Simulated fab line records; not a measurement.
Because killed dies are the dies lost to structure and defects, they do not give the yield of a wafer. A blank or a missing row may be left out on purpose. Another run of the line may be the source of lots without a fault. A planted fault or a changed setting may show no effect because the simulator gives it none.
Which tool is to blame? -- flow gf180mcu -- 12 lots, 36 wafers sampled, at 3 steps of a route of 602

## WHAT THE GAUGES READ, wafer by wafer
GF_DUAL_GATE_OVL_MEAS_11.
lot,measured,on,DUAL_GATE_OVL (nm)
L364,day 8 05:46,overlay-01,-1.3 -2.5 0.9
L365,day 8 18:46,overlay-01,1.9 1.5 1.5
L366,day 8 20:15,overlay-01,-1.2 0.3 0.1
L369,day 9 17:29,overlay-01,0.9 0.7 -0.1
L370,day 10 09:04,overlay-01,-0.3 0.4 0.2
L372,day 10 12:22,overlay-01,0.6 0.4 1.5
L373,day 11 02:51,overlay-02,-0.2 0.2 -1.8
L382,day 13 11:50,overlay-02,-0.4 -2.4 -2.7
L383,day 13 19:27,overlay-01,1.5 2.4 1.0
L384,day 14 12:28,overlay-01,-0.3 -3.2 -1.3
L385,day 14 12:47,overlay-01,-2.2 -0.3 -1.1
L387,day 15 01:53,overlay-02,-1.5 -1.1 -0.6

## TOOL THAT RAN EACH LOT (tool first, then ch and the chambers of the sampled wafers, then the start)
lot,GF_DNWELL_STRIP_08,GF_MVSD_STRIP_10
L364,"plasma_asher-02 ch 0,1, day 2 17:34","plasma_asher-03 ch 0,1, day 4 08:21"
L365,"plasma_asher-04 ch 0,1, day 3 00:37","plasma_asher-04 ch 0,1, day 4 16:49"
L366,"plasma_asher-01 ch 0,1, day 3 04:17","plasma_asher-02 ch 0,1, day 4 21:04"
L369,"plasma_asher-04 ch 0,1, day 3 20:27","plasma_asher-03 ch 0,1, day 5 14:50"
L370,"plasma_asher-01 ch 0,1, day 4 02:40","plasma_asher-02 ch 0,1, day 5 21:14"
L372,"plasma_asher-02 ch 0,1, day 4 12:43","plasma_asher-02 ch 0,1, day 6 08:30"
L373,"plasma_asher-02 ch 0,1, day 4 18:43","plasma_asher-04 ch 0,1, day 6 15:05"
L382,"plasma_asher-02 ch 0,1, day 6 17:46","plasma_asher-03 ch 0, day 8 18:28"
L383,"plasma_asher-04 ch 0,1, day 7 00:58","plasma_asher-02 ch 0,1, day 8 23:43"
L384,"plasma_asher-01 ch 0,1, day 7 09:44","plasma_asher-02 ch 0,1, day 9 13:23"
L385,"plasma_asher-02 ch 0,1, day 7 10:01","plasma_asher-03 ch 0,1, day 9 13:44"
L387,"plasma_asher-02 ch 0,1, day 7 23:34","plasma_asher-04 ch 0,1, day 10 01:53"
- GF_DNWELL_STRIP_08: strips in O2/N2.
- GF_MVSD_STRIP_10: strips in O2/N2.

## WHAT THE TOOLS THEMSELVES READ (means of the sampled wafers that have a number; where no wafer has one, the mark that the record gives instead)
GF_DNWELL_STRIP_08.
lot,tool,chamber_pressure_mTorr (mTorr),drypump_motor_current_A (A),heater_power_w (W),oes_product_au (a.u.),platen_temp_c (C),strip_time_to_endpoint_s (s)
L364,plasma_asher-02,1501.0,6.6,362,0.717,249.98,37.01
L365,plasma_asher-04,1499.7,5.5,322,0.723,250.02,36.97
L366,plasma_asher-01,1499.4,5.8,310,0.720,250.11,36.90
L369,plasma_asher-04,1499.4,5.5,317,0.716,249.98,37.18
L370,plasma_asher-01,1500.8,5.8,304,0.726,249.92,36.84
L372,plasma_asher-02,1500.4,6.7,357,0.722,249.99,37.08
L373,plasma_asher-02,1501.5,6.7,358,0.725,249.79,37.20
L382,plasma_asher-02,1499.9,6.6,354,0.724,249.89,36.85
L383,plasma_asher-04,1498.7,5.5,292,0.721,249.91,37.03
L384,plasma_asher-01,1501.0,5.8,301,0.723,249.99,36.76
L385,plasma_asher-02,1499.8,6.7,360,0.723,250.01,36.98
L387,plasma_asher-02,1500.5,6.6,354,0.721,249.87,37.06

GF_MVSD_STRIP_10.
lot,tool,chamber_pressure_mTorr (mTorr),drypump_motor_current_A (A),heater_power_w (W),oes_product_au (a.u.),platen_temp_c (C),strip_time_to_endpoint_s (s)
L364,plasma_asher-03,1499.4,5.8,332,0.723,250.14,36.78
L365,plasma_asher-04,1499.4,5.5,294,0.719,249.70,36.95
L366,plasma_asher-02,1500.4,6.7,353,0.723,250.02,36.79
L369,plasma_asher-03,1498.4,5.8,333,0.725,250.03,37.01
L370,plasma_asher-02,1500.2,6.6,358,0.726,250.10,36.94
L372,plasma_asher-02,1498.8,6.6,358,0.724,250.00,37.20
L373,plasma_asher-04,1499.0,5.6,328,0.725,250.04,37.13
L382,plasma_asher-03,1499.7,5.8,357,0.724,249.77,37.01
L383,plasma_asher-02,1499.4,6.7,358,0.722,249.98,37.00
L384,plasma_asher-02,1499.8,6.7,359,0.719,249.96,36.85
L385,plasma_asher-03,1499.6,5.7,304,0.725,250.10,37.13
L387,plasma_asher-04,1500.3,5.5,293,0.723,249.90,36.90

## THE ANSWER, worked out from the rows above alone
Rule: the usual values come from the lots themselves. Put in order of their means at a reading, lots are off if they are a third of the lots or fewer, leave a main group of 4 or more, and stand apart from it by a gap of 3 or more times the standard deviation of the main group's means; of several such gaps the widest counts. Not used: any main group whose means are identical at the precision the tables above print for the reading. A lot without any number at a reading at which 4 lots or more have one is off too. Any other lot the step has rows for is counted as sound. The gauges are gone through in route order, then the tools' own readings, and for those a lot's mean is taken as printed above. At the first step where some lot is off, the reading lying furthest off is the one used; lots without a number count as furthest.
None of the lots is off at any reading shown; this tells nothing.

## WHAT THE SIMULATOR HAD PUT IN
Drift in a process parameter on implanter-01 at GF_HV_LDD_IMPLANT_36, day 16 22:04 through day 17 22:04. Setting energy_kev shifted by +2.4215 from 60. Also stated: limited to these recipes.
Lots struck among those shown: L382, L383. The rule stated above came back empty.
